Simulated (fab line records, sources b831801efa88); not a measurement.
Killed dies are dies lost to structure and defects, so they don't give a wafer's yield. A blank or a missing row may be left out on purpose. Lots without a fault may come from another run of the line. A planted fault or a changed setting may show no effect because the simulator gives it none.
Which tool did it? | flow sky130 | 14 lots, 42 wafers sampled, at 4 steps of a route of 708

WHAT THE GAUGES READ, wafer by wafer
SKY_METAL2_RS_MEAS_05: measures by four-point-probe. Usual: METAL2_ALCU_RS 0.1265 ohm/sq, standard deviation 0.0017.
lot  | measured     | on            | METAL2_ALCU_RS (ohm/sq) | flag
L999 | day 34 05:46 | film_metro-04 | 0.1288 0.1258 0.1286    |
L100 | day 34 12:22 | film_metro-02 | 0.1270 0.1243 0.1267    |
L101 | day 34 23:02 | film_metro-03 | 0.1264 0.1262 0.1267    |
L103 | day 35 08:59 | film_metro-03 | 0.1282 0.1246 0.1273    |
L105 | day 36 08:22 | film_metro-03 | 0.1298 0.1230 0.1266    |
L106 | day 36 19:40 | film_metro-04 | 0.1277 0.1253 0.1268    |
L107 | day 36 21:42 | film_metro-02 | 0.1254 0.1257 0.1260    |
L108 | day 37 03:41 | film_metro-04 | 0.1269 0.1253 0.1275    |
L109 | day 37 08:36 | film_metro-02 | 0.1281 0.1263 0.1267    |
L110 | day 37 16:20 | film_metro-04 | 0.1252 0.1252 0.1248    |
L121 | day 41 09:07 | film_metro-04 | 0.1253 0.1269 0.1257    |
L122 | day 41 15:32 | film_metro-04 | 0.1267 0.1258 0.1255    |

WHICH TOOL RAN EACH LOT (tool, then ch and the chambers of the sampled wafers, then the start)
lot  | SKY_FIELD_ISO_WET_ETCH_30      | SKY_CONTACT_ETCH_18                           | SKY_VIA1_CMP_02
L999 | wet_bench-01 ch 1, day 2 10:13 | rie_diel-03 ch 0,1,3, day 33 00:06 or earlier | cmp-01 ch 0,1, day 33 00:06
L100 | wet_bench-03 ch 3, day 2 18:33 | rie_diel-03 ch 1,3, day 33 08:12 or earlier   | cmp-01 ch 0,2,3, day 33 08:12
L101 | wet_bench-04 ch 0, day 2 23:08 | rie_diel-02 ch 0,3, day 33 18:48 or earlier   | cmp-02 ch 0,1,2, day 33 18:48
L103 | wet_bench-01 ch 1, day 3 06:19 | rie_diel-02 ch 0,1,3, day 34 05:02 or earlier | cmp-02 ch 0,3, day 34 05:02
L105 | wet_bench-04 ch 2, day 3 20:07 | rie_diel-03 ch 1,2,3, day 35 04:05 or earlier | cmp-02 ch 0,1,3, day 35 04:05
L106 | wet_bench-01 ch 3, day 3 23:46 | rie_diel-03 ch 0,3, day 35 14:46 or earlier   | cmp-02 ch 1,3, day 35 14:46
L107 | wet_bench-04 ch 0, day 4 03:29 | rie_diel-01 ch 0,1,2, day 35 17:20 or earlier | cmp-01 ch 1,2, day 35 17:20
L108 | wet_bench-01 ch 0, day 4 09:00 | rie_diel-03 ch 2,3, day 35 22:49 or earlier   | cmp-02 ch 0,2, day 35 22:49
L109 | wet_bench-04 ch 3, day 4 12:24 | rie_diel-03 ch 0,1, day 36 05:05 or earlier   | cmp-02 ch 0,1,2, day 36 05:05
L110 | wet_bench-03 ch 1, day 4 18:47 | rie_diel-01 ch 0,1, day 36 12:26 or earlier   | cmp-01 ch 1,2,3, day 36 12:26
L113 | wet_bench-01 ch 3, day 5 12:22 | -                                             | -
L114 | wet_bench-01 ch 2, day 5 20:28 | -                                             | -
L121 | wet_bench-03 ch 2, day 7 11:42 | rie_diel-02 ch 0,1,2, day 40 06:38 or earlier | cmp-01 ch 0,1,3, day 40 06:38
L122 | wet_bench-04 ch 3, day 7 19:22 | rie_diel-02 ch 0,1,3, day 40 13:05 or earlier | cmp-02 ch 1,3, day 40 13:05
- SKY_FIELD_ISO_WET_ETCH_30: etches SiO2 in dHF, target depth 25 nm, time 50 s.
- SKY_CONTACT_ETCH_18: etches Si3N4 in CHF3/O2, stops on TiN, time 39 s, target depth 75 nm.
- SKY_VIA1_CMP_02: polishes SiO2.

WHAT THE TOOLS THEMSELVES READ (means of the sampled wafers that have a number; where no wafer has one, the mark that the record gives instead)
SKY_FIELD_ISO_WET_ETCH_30. Usual: bath_heat_duty_pct 5.9 %, standard deviation 0.83; run_length_s 78 s, standard deviation 3.5.
lot  | tool         | bath_heat_duty_pct (%) | run_length_s (s) | flag
L999 | wet_bench-01 | 5.8                    | 82               |
L100 | wet_bench-03 | 5.6                    | 76               |
L101 | wet_bench-04 | 7.4                    | 83               |
L103 | wet_bench-01 | 6.1                    | 75               |
L105 | wet_bench-04 | 5.2                    | 76               |
L106 | wet_bench-01 | 5.2                    | 76               |
L107 | wet_bench-04 | 7.0                    | 77               |
L108 | wet_bench-01 | 6.2                    | 84               |
L109 | wet_bench-04 | 4.9                    | 76               |
L110 | wet_bench-03 | 7.1                    | 76               |
L113 | wet_bench-01 | -                      | -                | OFF
L114 | wet_bench-01 | -                      | -                | OFF
L121 | wet_bench-03 | 6.2                    | 76               |
L122 | wet_bench-04 | 5.6                    | 84               |

SKY_CONTACT_ETCH_18. Usual: O2_flow_sccm 5.000 sccm, standard deviation 0.015; bias_w 200.0 W, standard deviation 0.65; drypump_motor_current_A 6.0 A, standard deviation 0.56; oes_product_au 0.857 a.u., standard deviation 0.0085; throttle_valve_pct 8.794 %, standard deviation 0.0095.
lot  | tool        | O2_flow_sccm (sccm) | bias_w (W) | drypump_motor_current_A (A) | oes_product_au (a.u.) | throttle_valve_pct (%) | flag
L999 | rie_diel-03 | 4.994               | 200.6      | 6.2                         | 0.859                 | 8.787                  |
L100 | rie_diel-03 | 4.998               | 199.4      | 6.6                         | 0.854                 | 8.784                  |
L101 | rie_diel-02 | 4.988               | 200.4      | 6.3                         | 0.855                 | 8.792                  |
L103 | rie_diel-02 | 4.996               | 200.0      | 5.9                         | 0.859                 | 8.791                  |
L105 | rie_diel-03 | 5.007               | 199.9      | 6.3                         | 0.844                 | 8.782                  |
L106 | rie_diel-03 | 5.012               | 199.2      | 6.0                         | 0.853                 | 8.794                  |
L107 | rie_diel-01 | 5.004               | 200.7      | 6.2                         | 0.868                 | 8.793                  |
L108 | rie_diel-03 | 4.994               | 200.2      | 5.9                         | 0.857                 | 8.784                  |
L109 | rie_diel-03 | 5.000               | 200.0      | 6.0                         | 0.859                 | 8.801                  |
L110 | rie_diel-01 | 4.990               | 200.1      | 6.4                         | 0.854                 | 8.804                  |
L121 | rie_diel-02 | 5.000               | 200.0      | 5.5                         | 0.862                 | 8.790                  |
L122 | rie_diel-02 | 5.005               | 199.6      | 5.9                         | 0.862                 | 8.785                  |

SKY_VIA1_CMP_02. Usual: motor_current_A 12.8 A, standard deviation 0.79; retaining_ring_pressure_frac 0.999, standard deviation 0.0048.
lot  | tool   | motor_current_A (A) | retaining_ring_pressure_frac | flag
L999 | cmp-01 | 13.4                | 0.998                        |
L100 | cmp-01 | 13.3                | 0.999                        |
L101 | cmp-02 | 12.9                | 0.993                        |
L103 | cmp-02 | 13.2                | 1.002                        |
L105 | cmp-02 | 12.8                | 1.000                        |
L106 | cmp-02 | 12.6                | 0.998                        |
L107 | cmp-01 | 12.9                | 1.004                        |
L108 | cmp-02 | 12.1                | 0.999                        |
L109 | cmp-02 | 12.3                | 0.998                        |
L110 | cmp-01 | 13.3                | 0.999                        |
L121 | cmp-01 | 13.1                | 0.993                        |
L122 | cmp-02 | 11.7                | 1.001                        |

THE ANSWER, worked out from the rows above alone
Rule: a lot is off if the mean of its wafers that have a number lies more than 3 standard deviations from the usual mean. A lot without any number at a reading at which 4 lots or more have one is off too. The other lots that the step has rows for count as sound. The gauges are gone through in route order, then the tools' own readings, and for those a lot's mean is taken as printed above. The first step at which some lot is off is used, and at that step the reading that is off furthest; a lot without a number counts as furthest.
Off: L113, L114, at SKY_FIELD_ISO_WET_ETCH_30 (bath_heat_duty_pct). Without a number there: L113, L114.
A tool fits if, at that step or a process step before it, it ran every lot that is off, and no sound lot after the first of them. One fits: wet_bench-01 at SKY_FIELD_ISO_WET_ETCH_30. Its last sound lot is L108 (day 4 09:00), its first lot that is off L113 (day 5 12:22): a fault that began between those two fits.
Blank at SKY_FIELD_ISO_WET_ETCH_30 on the lots that are off, where sound lots have numbers: bath_heat_duty_pct, run_length_s.

WHAT THE SIMULATOR HAD PUT IN
Skipped step whole: wet_bench-01, from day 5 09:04 on, at SKY_FIELD_ISO_WET_ETCH_30. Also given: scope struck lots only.
Lots struck among those shown: L113, L114. The rule above found the same.
